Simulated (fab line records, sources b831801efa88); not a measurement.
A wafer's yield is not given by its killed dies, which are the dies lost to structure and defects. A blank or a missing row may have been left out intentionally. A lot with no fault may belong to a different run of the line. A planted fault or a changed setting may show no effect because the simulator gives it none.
Which tool was responsible? + flow sky130 + 12 lots, 36 wafers sampled, at 5 steps of a route of 708

== WHAT THE GAUGES SHOWED, per wafer ==
SKY_LDD_HVP_TW_MEAS_10. Usual: LDD_HVP_TW typically reads 458, with standard deviation 4.
| lot  | measured     | on            | LDD_HVP_TW  | flag |
|------|--------------|---------------|-------------|------|
| L394 | day 21 19:30 | film-metro-01 | 459 458 461 |      |
| L396 | day 22 09:27 | film-metro-04 | 455 455 453 |      |
| L399 | day 23 21:20 | film-metro-01 | 461 462 462 |      |
| L401 | day 24 14:16 | film-metro-02 | 460 460 460 |      |
| L402 | day 25 07:10 | film-metro-04 | 455 455 458 |      |
| L407 | day 26 12:31 | film-metro-04 | 451 453 453 |      |
| L408 | day 26 23:58 | film-metro-01 | 459 460 463 |      |
| L410 | day 28 01:46 | film-metro-04 | 453 452 450 |      |
| L412 | day 28 06:41 | film-metro-02 | 458 459 457 |      |
| L414 | day 28 17:10 | film-metro-04 | 450 452 451 |      |
| L415 | day 29 02:28 | film-metro-04 | 453 453 452 |      |
| L416 | day 29 15:38 | film-metro-01 | 460 460 458 |      |

SKY_VIA1_OVL_MEAS_13. Usual: VIA1_OVL typically reads -2 nm, with standard deviation 4.9.
| lot  | measured     | on         | VIA1_OVL (nm) | flag |
|------|--------------|------------|---------------|------|
| L394 | day 34 08:01 | overlay-01 | -13 -8 -5     |      |
| L396 | day 34 18:44 | overlay-02 | -4 -2 -7      |      |
| L399 | day 36 02:17 | overlay-01 | 1 4 3         |      |
| L407 | day 38 09:22 | overlay-01 | -6 -5 -8      |      |
| L408 | day 38 20:19 | overlay-01 | -4 0 -1       |      |
| L410 | day 39 17:02 | overlay-01 | -1 0 -3       |      |
| L412 | day 39 21:08 | overlay-02 | -1 4 2        |      |
| L414 | day 40 09:05 | overlay-02 | 6 5 2         |      |
| L415 | day 40 14:59 | overlay-02 | 5 6 5         |      |
| L416 | day 41 00:20 | overlay-02 | -1 -8 -4      |      |

== WHAT TOOL EACH LOT RAN ON (gives the tool, then ch and the chambers of the sampled wafers, and finally the start) ==
| lot  | SKY_LI_CONTACT_ETCH_15             | SKY_LI_CONTACT_STRIP_16              | SKY_LI_CONTACT_SPUTTER_19    |
|------|------------------------------------|--------------------------------------|------------------------------|
| L394 | rie-diel-02 ch 1,2,3, day 29 12:24 | plasma-asher-02 ch 0,1, day 29 12:29 | pvd-sputter-03, day 29 12:47 |
| L396 | rie-diel-02 ch 1,2, day 29 23:07   | plasma-asher-03 ch 0, day 29 23:12   | pvd-sputter-02, day 29 23:31 |
| L399 | rie-diel-04 ch 1,2,3, day 31 07:19 | plasma-asher-03 ch 0,1, day 31 07:26 | pvd-sputter-02, day 31 07:52 |
| L401 | rie-diel-02 ch 0,1,2, day 32 02:54 | plasma-asher-04 ch 0,1, day 32 02:59 | pvd-sputter-03, day 32 03:17 |
| L402 | rie-diel-02 ch 0,3, day 32 17:11   | plasma-asher-03 ch 0,1, day 32 17:17 | pvd-sputter-03, day 32 17:34 |
| L407 | rie-diel-04 ch 0,1,3, day 33 17:43 | plasma-asher-02 ch 0,1, day 33 17:48 | pvd-sputter-02, day 33 18:05 |
| L408 | rie-diel-02 ch 2,3, day 34 05:14   | plasma-asher-02 ch 0,1, day 34 05:20 | pvd-sputter-03, day 34 05:38 |
| L410 | rie-diel-02 ch 0,2, day 35 03:34   | plasma-asher-03 ch 0,1, day 35 03:39 | pvd-sputter-02, day 35 03:56 |
| L412 | rie-diel-04 ch 0,1,2, day 35 09:31 | plasma-asher-04 ch 0, day 35 09:36   | pvd-sputter-02, day 35 09:53 |
| L414 | rie-diel-02 ch 1,2, day 35 20:43   | plasma-asher-04 ch 0,1, day 35 20:48 | pvd-sputter-03, day 35 21:05 |
| L415 | rie-diel-01 ch 1,2,3, day 36 03:13 | plasma-asher-02 ch 0,1, day 36 03:18 | pvd-sputter-03, day 36 03:35 |
| L416 | rie-diel-04 ch 1,3, day 36 14:48   | plasma-asher-04 ch 0,1, day 36 14:53 | pvd-sputter-03, day 36 15:11 |
- SKY_LI_CONTACT_ETCH_15: etches PSG in C4F8/O2/Ar, stops on Si, target depth 600 nm.
- SKY_LI_CONTACT_STRIP_16: strips in O2/N2.
- SKY_LI_CONTACT_SPUTTER_19: material Ti, target thk 20 nm, time 106.37 s.

== WHAT THE TOOLS THEMSELVES READ (means of the sampled wafers that have a number; where no wafer has one, the mark that the record gives instead) ==
SKY_LI_CONTACT_ETCH_15. Usual: bias-w 1200 W, standard deviation 3.8; chamber-pressure-mTorr 40.00 mTorr, standard deviation 0.037; oes-product-au 0.837 a.u., standard deviation 0.0048.
| lot  | tool        | bias-w (W) | chamber-pressure-mTorr (mTorr) | oes-product-au (a.u.) | flag |
|------|-------------|------------|--------------------------------|-----------------------|------|
| L394 | rie-diel-02 | 1198       | 39.98                          | 0.838                 |      |
| L396 | rie-diel-02 | 1199       | 39.99                          | 0.840                 |      |
| L399 | rie-diel-04 | 1197       | 40.01                          | 0.837                 |      |
| L401 | rie-diel-02 | -          | -                              | -                     | OFF  |
| L402 | rie-diel-02 | -          | -                              | -                     | OFF  |
| L407 | rie-diel-04 | 1202       | 39.99                          | 0.835                 |      |
| L408 | rie-diel-02 | 1200       | 40.00                          | 0.834                 |      |
| L410 | rie-diel-02 | 1196       | 40.00                          | 0.835                 |      |
| L412 | rie-diel-04 | 1199       | 40.00                          | 0.834                 |      |
| L414 | rie-diel-02 | 1196       | 39.99                          | 0.836                 |      |
| L415 | rie-diel-01 | 1203       | 40.02                          | 0.838                 |      |
| L416 | rie-diel-04 | 1204       | 39.99                          | 0.838                 |      |

SKY_LI_CONTACT_STRIP_16. Usual: drypump-motor-current-A 5.8 A, standard deviation 0.32; oes-product-au 0.376 a.u., standard deviation 0.0048; strip-time-to-endpoint-s 3.50 s, standard deviation 0.034.
| lot  | tool            | drypump-motor-current-A (A) | oes-product-au (a.u.) | strip-time-to-endpoint-s (s) | flag |
|------|-----------------|-----------------------------|-----------------------|------------------------------|------|
| L394 | plasma-asher-02 | 5.9                         | 0.370                 | 3.46                         |      |
| L396 | plasma-asher-03 | 5.9                         | 0.373                 | 3.46                         |      |
| L399 | plasma-asher-03 | 6.0                         | 0.372                 | 3.51                         |      |
| L401 | plasma-asher-04 | 5.6                         | 0.445                 | 5.20                         | OFF  |
| L402 | plasma-asher-03 | 6.0                         | 0.448                 | 5.21                         | OFF  |
| L407 | plasma-asher-02 | 5.9                         | 0.378                 | 3.56                         |      |
| L408 | plasma-asher-02 | 6.1                         | 0.376                 | 3.47                         |      |
| L410 | plasma-asher-03 | 6.0                         | 0.374                 | 3.48                         |      |
| L412 | plasma-asher-04 | 5.3                         | 0.377                 | 3.52                         |      |
| L414 | plasma-asher-04 | 5.6                         | 0.373                 | 3.51                         |      |
| L415 | plasma-asher-02 | 6.1                         | 0.382                 | 3.53                         |      |
| L416 | plasma-asher-04 | 5.4                         | 0.374                 | 3.48                         |      |

SKY_LI_CONTACT_SPUTTER_19. Usual: throttle-valve-pct at 29.9 %, with a standard deviation of 1.2.
| lot  | tool           | throttle-valve-pct (%) | flag |
|------|----------------|------------------------|------|
| L394 | pvd-sputter-03 | 30.0                   |      |
| L396 | pvd-sputter-02 | 29.1                   |      |
| L399 | pvd-sputter-02 | 30.7                   |      |
| L401 | pvd-sputter-03 | 30.5                   |      |
| L402 | pvd-sputter-03 | 29.8                   |      |
| L407 | pvd-sputter-02 | 30.8                   |      |
| L408 | pvd-sputter-03 | 30.2                   |      |
| L410 | pvd-sputter-02 | 30.8                   |      |
| L412 | pvd-sputter-02 | 31.0                   |      |
| L414 | pvd-sputter-03 | 30.3                   |      |
| L415 | pvd-sputter-03 | 30.0                   |      |
| L416 | pvd-sputter-03 | 30.5                   |      |

== THE ANSWER, worked out from the rows above alone ==
Rule: lot off if the mean of its wafers having a number is beyond 3 standard deviations from the usual mean. A lot without any number at a reading at which 4 lots or more have one is off too. All remaining lots with rows at the step are treated as sound. First the gauges in route order, then the tools' own readings, where a lot's mean is used as printed above. The first step at which some lot is off is used, and at that step the reading that is off furthest; a lot without a number counts as furthest.
Off at SKY_LI_CONTACT_ETCH_15 (bias-w): L401, L402. Without a number there: L401, L402.
If a tool, at that step or one of the process steps before it, ran each lot that is off and ran no sound lot following the first of them, it fits. Of those tried, none fits.

== WHAT THE SIMULATOR HAD PUT IN ==
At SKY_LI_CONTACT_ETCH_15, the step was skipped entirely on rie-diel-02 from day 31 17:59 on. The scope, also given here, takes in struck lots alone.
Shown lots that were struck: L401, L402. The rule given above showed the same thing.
